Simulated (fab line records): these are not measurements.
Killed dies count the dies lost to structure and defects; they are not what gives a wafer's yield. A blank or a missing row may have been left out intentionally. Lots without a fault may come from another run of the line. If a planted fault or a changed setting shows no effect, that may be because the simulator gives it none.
Which of the tools did it? / flow sky130 / Sampling: 13 lots, 39 wafers, 2 of 708 route steps

## WHAT THE GAUGES READ, wafer by wafer
SKY_VIA1_THK_MEAS_01.
lot=L599; measured=day 32 21:34; on=film-metro-04; VIA1_HDPCVD_THK (nm)=1043 1051 1041
lot=L600; measured=day 33 03:10; on=film-metro-02; VIA1_HDPCVD_THK (nm)=1014 1033 1023
lot=L601; measured=day 33 19:59; on=film-metro-01; VIA1_HDPCVD_THK (nm)=1019 1040 1027
lot=L602; measured=day 33 20:56; on=film-metro-01; VIA1_HDPCVD_THK (nm)=1005 1012 1016
lot=L603; measured=day 34 13:55; on=film-metro-01; VIA1_HDPCVD_THK (nm)=1040 1013 1019
lot=L604; measured=day 35 03:27; on=film-metro-04; VIA1_HDPCVD_THK (nm)=1050 1049 1041
lot=L614; measured=day 38 07:41; on=film-metro-02; VIA1_HDPCVD_THK (nm)=1013
lot=L616; measured=day 38 15:16; on=film-metro-01; VIA1_HDPCVD_THK (nm)=1036 1047 1041
lot=L617; measured=day 39 01:50; on=film-metro-04; VIA1_HDPCVD_THK (nm)=1047 1006 1016
lot=L619; measured=day 39 04:52; on=film-metro-01; VIA1_HDPCVD_THK (nm)=1037 1039 1021
lot=L620; measured=day 39 14:03; on=film-metro-02; VIA1_HDPCVD_THK (nm)=1015 1020 1004
lot=L621; measured=day 40 09:20; on=film-metro-01; VIA1_HDPCVD_THK (nm)=1040 1024 1024

## WHAT TOOL EACH LOT RAN ON (gives the tool, then ch and the chambers of the sampled wafers, and finally the start)
lot=L599; SKY_POLY_CUT_ETCH_11=rie-diel-02 ch 2,3, day 24 07:17
lot=L600; SKY_POLY_CUT_ETCH_11=rie-diel-01 ch 0,1,3, day 24 15:02
lot=L601; SKY_POLY_CUT_ETCH_11=rie-diel-01 ch 1,2,3, day 25 08:11
lot=L602; SKY_POLY_CUT_ETCH_11=rie-diel-04 ch 2,3, day 25 08:32
lot=L603; SKY_POLY_CUT_ETCH_11=rie-diel-01 ch 1,2,3, day 26 02:40
lot=L604; SKY_POLY_CUT_ETCH_11=rie-diel-02 ch 0,2,3, day 26 15:26
lot=L613; SKY_POLY_CUT_ETCH_11=rie-diel-02 ch 0,1, day 30 01:11
lot=L614; SKY_POLY_CUT_ETCH_11=rie-diel-02 ch 0,2,3, day 30 04:16
lot=L616; SKY_POLY_CUT_ETCH_11=rie-diel-04 ch 0,1,2, day 30 14:01
lot=L617; SKY_POLY_CUT_ETCH_11=rie-diel-01 ch 0,2,3, day 31 01:14
lot=L619; SKY_POLY_CUT_ETCH_11=rie-diel-04 ch 0,2,3, day 31 07:38
lot=L620; SKY_POLY_CUT_ETCH_11=rie-diel-01 ch 0,1,3, day 31 14:16
lot=L621; SKY_POLY_CUT_ETCH_11=rie-diel-04 ch 0,2,3, day 32 12:54
- SKY_POLY_CUT_ETCH_11: etches Si3N4 in CF4/CH2F2/Ar, stops on poly-Si, time 42.5 s, target depth 60 nm.

## AS READ BY THE TOOLS THEMSELVES (means over the sampled wafers that have a number; for cases with no such wafer, the mark the record gives instead)
SKY_POLY_CUT_ETCH_11.
lot=L599; tool=rie-diel-02; drypump-motor-current-A (A)=5.34; oes-product-au (a.u.)=0.821; rf-fwd-power-W (W)=605.5; throttle-valve-pct (%)=14.998
lot=L600; tool=rie-diel-01; drypump-motor-current-A (A)=5.51; oes-product-au (a.u.)=0.835; rf-fwd-power-W (W)=609.1; throttle-valve-pct (%)=14.991
lot=L601; tool=rie-diel-01; drypump-motor-current-A (A)=5.71; oes-product-au (a.u.)=0.830; rf-fwd-power-W (W)=607.0; throttle-valve-pct (%)=14.992
lot=L602; tool=rie-diel-04; drypump-motor-current-A (A)=5.80; oes-product-au (a.u.)=0.827; rf-fwd-power-W (W)=609.6; throttle-valve-pct (%)=15.001
lot=L603; tool=rie-diel-01; drypump-motor-current-A (A)=5.71; oes-product-au (a.u.)=0.817; rf-fwd-power-W (W)=608.6; throttle-valve-pct (%)=14.998
lot=L604; tool=rie-diel-02; drypump-motor-current-A (A)=5.59; oes-product-au (a.u.)=0.824; rf-fwd-power-W (W)=604.3; throttle-valve-pct (%)=14.996
lot=L613; tool=rie-diel-02; drypump-motor-current-A (A)=5.76; oes-product-au (a.u.)=0.745; rf-fwd-power-W (W)=607.9; throttle-valve-pct (%)=14.993
lot=L614; tool=rie-diel-02; drypump-motor-current-A (A)=5.59; oes-product-au (a.u.)=0.741; rf-fwd-power-W (W)=606.4; throttle-valve-pct (%)=14.992
lot=L616; tool=rie-diel-04; drypump-motor-current-A (A)=5.86; oes-product-au (a.u.)=0.828; rf-fwd-power-W (W)=607.0; throttle-valve-pct (%)=15.001
lot=L617; tool=rie-diel-01; drypump-motor-current-A (A)=5.59; oes-product-au (a.u.)=0.839; rf-fwd-power-W (W)=609.0; throttle-valve-pct (%)=15.000
lot=L619; tool=rie-diel-04; drypump-motor-current-A (A)=5.95; oes-product-au (a.u.)=0.829; rf-fwd-power-W (W)=605.0; throttle-valve-pct (%)=15.001
lot=L620; tool=rie-diel-01; drypump-motor-current-A (A)=5.54; oes-product-au (a.u.)=0.833; rf-fwd-power-W (W)=608.5; throttle-valve-pct (%)=14.994
lot=L621; tool=rie-diel-04; drypump-motor-current-A (A)=5.96; oes-product-au (a.u.)=0.825; rf-fwd-power-W (W)=608.4; throttle-valve-pct (%)=15.001

## THE ANSWER, worked out from the rows above alone
Rule: the lots themselves supply what counts as usual. Put in order of their means at a reading, lots are off if they are a third of the lots or fewer, leave a main group of 4 or more, and stand apart from it by a gap of 3 or more times the standard deviation of the main group's means; of several such gaps the widest counts. The tables above print the reading to a certain number of digits; a main group whose means all agree to those digits is not used. Also off: a lot with no number at a reading for which 4 or more lots have one. Any other lot the step has rows for is counted as sound. The gauges are gone through in route order, then the tools' own readings, and for those a lot's mean is taken as printed above. The first step at which some lot is off is used, and at that step the reading that is off furthest; a lot without a number counts as furthest.
Off at SKY_POLY_CUT_ETCH_11 (oes-product-au): L613, L614. The main group has a mean of 0.828 a.u. with a standard deviation of 0.006.
A tool fits if, at that step or a process step before it, it ran every lot that is off, and no sound lot after the first of them. One fits: SKY_POLY_CUT_ETCH_11 on rie-diel-02. A fault onset in the window from L604 (day 26 15:26, its last sound lot) to L613 (day 30 01:11, its first lot off) fits.
On the lots that are off, the tool's own readings at SKY_POLY_CUT_ETCH_11 differ by more than 5 times the standard deviation of the sound lots' means, which bears it out; oes-product-au reads 0.743 a.u. there versus 0.828 a.u. on the sound lots.

## WHAT HAD BEEN PUT IN BY THE SIMULATOR
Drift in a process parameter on rie-diel-02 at SKY_POLY_CUT_ETCH_11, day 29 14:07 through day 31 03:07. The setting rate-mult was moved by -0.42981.
Lots struck among those shown: L614, L613. Same finding as the rule above.
